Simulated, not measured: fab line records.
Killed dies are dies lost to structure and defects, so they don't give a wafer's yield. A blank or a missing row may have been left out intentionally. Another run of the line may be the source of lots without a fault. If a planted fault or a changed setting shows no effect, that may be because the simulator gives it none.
Problem report in the 8D (eight disciplines) form, filled by code -- flow gf180mcu -- the parts of the form that need people (team, actions taken, sign-off) are left out

1. PROBLEM STATEMENT
Mean of oesProductAu at GF_TOP_METAL_METAL_ETCH_16: 0.782 a.u. across 4 wafers in 2 lots; on wafers with no fault it is 0.968 a.u. (standard deviation 0.0075). That is -25 standard deviations from the usual mean.
The step: etches the open film in Cl2/BCl3, stops on SiO2, target depth 1077.5 nm, time 179.6 s.
First observed at day 32 06:59: wafer L666.3, on rieMetal-01. The record holds 42 wafers of 14 lots with a number at this step. Rule for "out" (also "out of limits"): further than 4 standard deviations from the usual mean. The other wafers with a number count as sound.

2. WHAT THIS IS AND IS NOT
question,is,is not
which readings at this step,"oesProductAu, throttleValvePct","bcl3FlowSccm, drypumpMotorCurrentA"
which lots,"L666, L670","L652, L654, L655, L656, L657, L658, L659, L660, L661, L669, L671, L672"
which wafers of those lots,"L666.3, L666.5, L670.2, L670.5","L666.6, L670.1"
read on which tools,rieMetal-01,"rieMetal-02, rieMetal-03"
when,from day 32 06:59,"up to then (28 sound wafers); but 10 sound wafers of L669, L670, L671, L672 came after"

3. THE SUSPECTS, EACH WITH WHAT RULES IT OUT
Counting: a tool at a process step up to the reading stays a suspect if it ran every lot that is out. Sound lots after the first of them don't rule it out here, since some wafers of a struck lot are sound.
- cmp-02 at GF_V5_CMP_26 (polishes, stops on SiO2, t overpolish 15 s, target thk 0 nm): kept. Every lot that is out went through it, the first being L666 (day 31 13:06); the last sound lot it ran before that was L661 (day 29 18:38).
- rieMetal-01 at GF_TOP_METAL_METAL_ETCH_16 (etches the open film in Cl2/BCl3, stops on SiO2, target depth 1077.5 nm, time 179.6 s): kept. Every lot that is out went through it, the first being L666 (day 32 06:59); the last sound lot it ran before that was L660 (day 30 06:50). Its own readings are out on those wafers: oesProductAu, throttleValvePct.
After counting, cmp-02 at GF_V5_CMP_26 and rieMetal-01 at GF_TOP_METAL_METAL_ETCH_16 remain.

4. THE CAUSE (what the simulator had put in)
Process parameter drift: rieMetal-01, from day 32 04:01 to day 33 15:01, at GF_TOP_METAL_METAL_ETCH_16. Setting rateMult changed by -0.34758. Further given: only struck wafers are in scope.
This tool is one of the 2 suspects left after counting.

5. THE EFFECT CHAIN, in route order
Each row: a reading where the mean over the struck wafers with a number is more than 3 standard deviations away from the usual. Only readings for which the record gives a usual standard deviation are gone through. hours: the time from each lot's start at the first step in this table that gives one to its start at this step, as a median over the lots. sigmas: the change in usual standard deviations.
hours,step,reading,usual,on struck wafers,change,sigmas
0,GF_TOP_METAL_METAL_ETCH_16,oesProductAu,0.968 a.u.,0.782,-0.186,-25
0,GF_TOP_METAL_METAL_ETCH_16,throttleValvePct,28.255 %,28.457,+0.202,+18
0,GF_TOP_METAL_STRIP_17,stripTimeToEndpointS,13.48 s,15.23,+1.75,+25
Process steps it contains:
- GF_TOP_METAL_METAL_ETCH_16: etches the open film in Cl2/BCl3, stops on SiO2, target depth 1077.5 nm, time 179.6 s.
- GF_TOP_METAL_STRIP_17: strips in O2/N2.

6. HOW IT WOULD HAVE BEEN CAUGHT EARLIER
The fault began at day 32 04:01; the first out-of-limits reading in this record came at day 32 06:59, 3 hours later.
